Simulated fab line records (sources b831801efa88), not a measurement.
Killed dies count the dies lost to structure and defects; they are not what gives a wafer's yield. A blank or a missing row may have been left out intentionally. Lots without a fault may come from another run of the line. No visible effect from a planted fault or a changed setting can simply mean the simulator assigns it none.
fab line records	flow sky130
record: lots: 11	wafers: 33	last-day: 50
route steps=708 shown VIA2@527 METAL3@533 CAPM@541
lots that met no fault: from a run of the same line without faults
start-h: hours from the record's opening day to when the first of the lot's shown wafers began	wait-h: hours from the lot's prior step to this one	" same as the row above	L1.1+2: several wafers, shown together as one row	- no value, or no start was given	* or withheld: withheld	< > ~ a bound
route shown NAME@n: a module of which the file shows steps, and the number in the route of the first	usual: the fault-free wafers' mean and standard deviation	same: alike in all rows	chamber/n: place in a boat	sites: readings site by site	_std_site: their standard deviation	_edge_site: mean of outer sites minus mean of inner sites	radius-mm: for every site, how far away it sits from the centre of the wafer	mask NAME#n: copy n	behind: the last tool/chamber to shape the wafer	hold: why the lot went on hold/how many hours it stayed there/how the hold came to an end	device: names the non-switching transistor (n, p or np)	end of line: the same wafers' tests at the end of the route	step lacking rows: just its recipe	killed: count of dies lost to structure and defects at first sort (not the wafer's yield)	map: shows each die of a wafer: x if killed, . if not, _ if none is there
set.NAME: the setting that was run; set.NAME@STEP: the one run at that earlier step	model.NAME: the simulator's own value behind a step, which no gauge read
route steps across a sampled set of lots; one table per step, one row per wafer
services: from which hour (start-h, from the record's first day; less than 0 if before it) a tool's chamber was out of use, for how many hours, and why
== steps ==
step: SKY_VIA2_SPUTTER_20
recipe: material: TiN	target-thk-nm: 20	chamber-pressure-pa: 5	power-w: 4000	time-s: 80
usual: cathode-dc-power-W: 4000.0/0.74	throttle-valve-pct: 30.2/0.86
lot.wafer	tool	chamber	start-h	wait-h	cathode-dc-power-W	throttle-valve-pct
L365.3	pvd-sputter-04	-	862.75	0.0	4001.3	30.1
L365.4	"	-	"	"	4000.7	30.3
L365.6	"	-	"	"	3998.7	30.1
L366.1	pvd-sputter-04	-	862.92	0.0	3998.4	31.7
L366.3	"	-	"	"	3999.8	28.5
L366.5	"	-	"	"	4000.3	29.9
L367.4	pvd-sputter-03	-	875.32	0.0	4000.4	30.1
L367.5	"	-	"	"	4000.5	30.6
L367.6	"	-	"	"	4000.2	30.4
L368.1	pvd-sputter-03	-	878.29	0.0	4000.0	30.0
L368.2	"	-	"	"	4000.0	30.8
L368.4	"	-	"	"	4000.2	30.1
L371.1	pvd-sputter-03	-	908.88	0.0	3998.9	30.2
L371.3	"	-	"	"	4000.3	30.4
L371.4	"	-	"	"	3999.2	30.7
L374.1	pvd-sputter-03	-	929.47	0.0	4000.0	30.6
L374.2	"	-	"	"	3999.3	30.2
L374.6	"	-	"	"	4002.0	30.0
L380.1	pvd-sputter-03	-	964.18	0.0	3999.5	30.0
L380.2	"	-	"	"	3999.5	30.6
L380.4	"	-	"	"	3999.3	30.5
L379.1	pvd-sputter-02	-	967.07	0.0	3999.6	29.7
L379.2	"	-	"	"	3999.5	31.7
L379.4	"	-	"	"	4000.4	30.8
L378.1	pvd-sputter-02	-	970.36	0.0	4000.3	29.2
L378.3	"	-	"	"	3999.8	28.5
L378.6	"	-	"	"	3999.7	31.8
L386.1	pvd-sputter-03	-	1007.64	0.0	4000.8	30.5
L386.3	"	-	"	"	4000.4	30.5
L386.4	"	-	"	"	4001.4	30.9
L388.2	pvd-sputter-03	-	1014.09	0.0	4000.1	30.8
L388.3	"	-	"	"	3999.9	30.5
L388.5	"	-	"	"	3999.8	30.1
step: SKY_METAL3_SPUTTER_01
recipe: material: TiN	target-thk-nm: 20	power-w: 6500	time-s: 16.7	chamber-pressure-pa: 0.4
usual: cathode-dc-power-W: 6500.0/1.2	throttle-valve-pct: 30.2/0.86
lot.wafer	tool	chamber	start-h	wait-h	cathode-dc-power-W	throttle-valve-pct
L365.3	pvd-sputter-04	-	863.44	0.0	6499.4	28.6
L365.4	"	-	"	"	6501.2	30.3
L365.6	"	-	"	"	6499.0	28.6
L366.1	pvd-sputter-01	-	863.61	0.0	6501.0	29.2
L366.3	"	-	"	"	6499.3	30.5
L366.5	"	-	"	"	6502.2	29.4
L367.4	pvd-sputter-04	-	876.03	0.0	6497.1	30.5
L367.5	"	-	"	"	6498.8	29.9
L367.6	"	-	"	"	6498.2	31.5
L368.1	pvd-sputter-04	-	878.98	0.0	6501.1	31.4
L368.2	"	-	"	"	6499.4	30.1
L368.4	"	-	"	"	6502.0	30.3
L371.1	pvd-sputter-04	-	909.58	0.0	6501.3	29.9
L371.3	"	-	"	"	6501.4	28.5
L371.4	"	-	"	"	6499.8	31.2
L374.1	pvd-sputter-01	-	930.17	0.0	6501.9	31.3
L374.2	"	-	"	"	6498.8	29.3
L374.6	"	-	"	"	6498.8	31.3
L380.1	pvd-sputter-04	-	965.06	0.0	6500.1	28.5
L380.2	"	-	"	"	6500.8	30.1
L380.4	"	-	"	"	6499.4	28.6
L379.1	pvd-sputter-01	-	968.24	0.0	6501.1	31.2
L379.2	"	-	"	"	6501.8	29.6
L379.4	"	-	"	"	6500.0	30.5
L378.1	pvd-sputter-04	-	971.12	0.0	6497.7	30.2
L378.3	"	-	"	"	6499.0	30.2
L378.6	"	-	"	"	6499.9	30.0
L386.1	pvd-sputter-03	-	1008.34	0.0	6500.7	29.8
L386.3	"	-	"	"	6497.6	30.5
L386.4	"	-	"	"	6498.4	30.3
L388.2	pvd-sputter-04	-	1014.78	0.0	6500.0	28.7
L388.3	"	-	"	"	6500.6	31.4
L388.5	"	-	"	"	6501.8	30.0
step: SKY_METAL3_SPUTTER_02
recipe: material: AlCu	target-thk-nm: 735	power-w: 10600	time-s: 39.1	chamber-pressure-pa: 0.4
usual: cathode-dc-power-W: 10600/1.8	throttle-valve-pct: 30.2/0.87
lot.wafer	tool	chamber	start-h	wait-h	cathode-dc-power-W	throttle-valve-pct
L365.3	pvd-sputter-04	-	863.47	0.0	10600	28.5
L365.4	"	-	"	"	10599	29.9
L365.6	"	-	"	"	10598	28.5
L366.1	pvd-sputter-01	-	863.64	0.0	10604	29.2
L366.3	"	-	"	"	10601	30.5
L366.5	"	-	"	"	10603	29.4
L367.4	pvd-sputter-04	-	876.06	0.0	10597	30.4
L367.5	"	-	"	"	10602	30.3
L367.6	"	-	"	"	10598	31.4
L368.1	pvd-sputter-04	-	879.01	0.0	10601	31.4
L368.2	"	-	"	"	10602	30.2
L368.4	"	-	"	"	10598	30.5
L371.1	pvd-sputter-04	-	909.60	0.0	10595	29.9
L371.3	"	-	"	"	10599	28.4
L371.4	"	-	"	"	10602	31.5
L374.1	pvd-sputter-01	-	930.19	0.0	10602	31.3
L374.2	"	-	"	"	10600	29.3
L374.6	"	-	"	"	10599	31.2
L380.1	pvd-sputter-04	-	965.08	0.0	10600	28.7
L380.2	"	-	"	"	10601	29.8
L380.4	"	-	"	"	10603	28.7
L379.1	pvd-sputter-01	-	968.27	0.0	9733.0	31.4
L379.2	"	-	"	"	10598	29.1
L379.4	"	-	"	"	10598	30.7
L378.1	pvd-sputter-04	-	971.15	0.0	10597	29.9
L378.3	"	-	"	"	10602	30.4
L378.6	"	-	"	"	10599	30.3
L386.1	pvd-sputter-03	-	1008.36	0.0	10601	30.3
L386.3	"	-	"	"	10599	30.2
L386.4	"	-	"	"	10597	30.2
L388.2	pvd-sputter-04	-	1014.81	0.0	10600	28.6
L388.3	"	-	"	"	10601	31.4
L388.5	"	-	"	"	10603	29.9
step: SKY_CAPM_THK_MEAS_04
recipe: thk-meas-gauge: xrf	reads: TiN_of_CAPM_SPUTTER_02
usual: CAPM_TIN_THK: 195.8/2.7
lot.wafer	tool	chamber	start-h	wait-h	CAPM_TIN_THK[nm]
L365.3	film-metro-04	-	863.90	0.1	201.1
L365.4	"	-	"	"	197.1
L365.6	"	-	"	"	198.3
L366.1	film-metro-02	-	864.06	0.1	193.8
L366.3	"	-	"	"	195.2
L366.5	"	-	"	"	192.1
L367.4	film-metro-02	-	876.49	0.1	195.7
L367.5	"	-	"	"	196.0
L367.6	"	-	"	"	194.1
L368.1	film-metro-02	-	879.43	0.1	194.7
L368.2	"	-	"	"	192.7
L368.4	"	-	"	"	195.1
L371.1	film-metro-02	-	910.02	0.1	200.3
L371.3	"	-	"	"	196.4
L371.4	"	-	"	"	201.9
L374.1	film-metro-03	-	930.61	0.1	195.6
L374.2	"	-	"	"	190.8
L374.6	"	-	"	"	194.6
L380.1	film-metro-02	-	965.50	0.1	193.6
L380.2	"	-	"	"	192.3
L380.4	"	-	"	"	191.5
L379.1	film-metro-03	-	968.68	0.1	199.1
L379.2	"	-	"	"	196.5
L379.4	"	-	"	"	195.7
L378.1	film-metro-04	-	971.58	0.1	199.2
L378.3	"	-	"	"	200.1
L378.6	"	-	"	"	198.3
L386.1	film-metro-03	-	1008.79	0.1	195.3
L386.3	"	-	"	"	192.7
L386.4	"	-	"	"	190.7
L388.2	film-metro-02	-	1015.24	0.1	201.0
L388.3	"	-	"	"	196.3
L388.5	"	-	"	"	199.7
step: SKY_METAL3_METAL_ETCH_18
recipe: target-depth-a: 8450	stop-on: SiO2	over-etch-frac: 0.3	time-s: 183.1	chemistry: Cl2/BCl3	resist-sidewall-deg: 88	pressure-mtorr: 10	icp-w: 900	bias-w: 48.5	Cl2_flow_sccm: 60	bcl3-flow-sccm: 30
usual: drypump-motor-current-A: 5.7/0.46	oes-product-au: 0.867/0.0078	throttle-valve-pct: 22.264/0.0078
lot.wafer	tool	chamber	start-h	wait-h	drypump-motor-current-A	oes-product-au	rf-hours-counter-h	throttle-valve-pct
L366.1	rie-metal-01	0	913.94	0.0	6.0	0.868	17	22.274
L366.3	"	0	"	"	6.0	0.873	-	22.273
L366.5	"	1	"	"	5.4	0.875	-	22.274
L365.3	rie-metal-01	1	914.35	0.1	5.4	0.861	-	22.257
L365.4	"	0	"	"	6.0	0.852	-	22.264
L365.6	"	1	"	"	5.4	0.860	-	22.256
L367.4	rie-metal-01	0	925.50	0.1	6.0	0.855	-	22.266
L367.5	"	1	"	"	5.3	0.872	-	22.274
L367.6	"	0	"	"	6.0	0.866	-	22.276
L368.1	rie-metal-01	0	926.96	0.0	6.0	0.868	19	22.261
L368.2	"	1	"	"	5.4	0.847	5	22.269
L368.4	"	0	"	"	6.0	0.853	-	22.260
L371.1	rie-metal-03	1	960.23	0.0	5.7	0.884	9	22.259
L371.3	"	1	"	"	5.8	0.867	-	22.263
L371.4	"	0	"	"	6.4	0.888	-	22.262
L374.1	rie-metal-03	1	977.91	0.0	5.7	0.865	10	22.266
L374.2	"	0	"	"	6.4	0.861	11	22.265
L374.6	"	1	"	"	5.8	0.857	-	22.269
L380.1	rie-metal-01	1	1013.32	0.0	5.4	0.860	10	22.258
L380.2	"	1	"	"	5.4	0.875	-	22.267
L380.4	"	1	"	"	5.4	0.856	-	22.251
L379.1	rie-metal-04	1	1017.14	0.0	4.9	0.824	18	22.268
L379.2	"	1	"	"	4.9	0.868	-	22.267
L379.4	"	1	"	"	4.9	0.877	-	22.264
L378.1	rie-metal-01	1	1019.68	0.0	5.4	0.859	11	22.270
L378.3	"	1	"	"	5.4	0.855	-	22.266
L378.6	"	1	"	"	5.4	0.851	-	22.264
L386.1	rie-metal-03	0	1053.58	0.0	6.4	0.867	15	22.268
L386.3	"	1	"	"	5.7	0.865	-	22.260
L386.4	"	0	"	"	6.4	0.872	-	22.277
L388.2	rie-metal-03	1	1059.89	0.0	5.7	0.859	15	22.258
L388.3	"	0	"	"	6.5	0.877	-	22.265
L388.5	"	0	"	"	6.5	0.869	-	22.272
== services ==
tool	chamber	start-h	hours	kind
rie-metal-01	-	839.89	2.8	pm
rie-metal-04	-	844.55	2.8	pm
pvd-sputter-02	-	845.09	110.0	repair
rie-metal-01	0	845.45	16.1	repair
pvd-sputter-04	1	865.39	-	consumable-replace:kit
pvd-sputter-04	1	865.39	18.0	scheduled-down
pvd-sputter-04	1	865.39	18.0	vent-cycle
rie-metal-04	0	892.59	2.8	repair
pvd-sputter-03	-	904.17	1.0	repair
pvd-sputter-04	0	947.51	-	consumable-replace:kit
pvd-sputter-04	0	947.51	18.0	scheduled-down
pvd-sputter-04	0	947.51	18.0	vent-cycle
pvd-sputter-03	1	971.85	-	consumable-replace:kit
pvd-sputter-03	1	971.85	18.0	scheduled-down
pvd-sputter-03	1	971.85	18.0	vent-cycle
rie-metal-04	-	980.03	15.6	pm
rie-metal-01	-	981.74	4.0	pm
pvd-sputter-03	-	995.29	4.5	repair
rie-metal-04	0	1007.15	11.3	repair
rie-metal-01	0	1012.35	20.0	repair
pvd-sputter-04	3	1021.66	-	consumable-replace:kit
pvd-sputter-04	3	1021.66	18.0	scheduled-down
pvd-sputter-04	3	1021.66	18.0	vent-cycle
pvd-sputter-03	-	1034.45	5.0	repair
== key ==
first-sign: step: SKY_METAL3_SPUTTER_02	reading: cathode-dc-power-W	direction: down	sigmas: 99+	usual: 10600	struck: 9733.0
effect: step: SKY_METAL3_METAL_ETCH_18	reading: oes-product-au	direction: down	sigmas: 5.5	usual: 0.867	struck: 0.824
met-at SKY_METAL3_SPUTTER_02
struck-lots L379
struck-wafers L379.1
not-acting-at SKY_VIA2_SPUTTER_20,SKY_METAL3_SPUTTER_01,SKY_CAPM_THK_MEAS_04
onset-between 930.19 968.27
fault: kind: process-parameter-drift	tool: pvd-sputter-01	chamber: -	onset-h: 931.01	steps: SKY_METAL3_SPUTTER_02	channel: power-w	offset: *	shape: step	end-h: 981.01	acts-in: *	stated: *	scope: struck-wafers-only
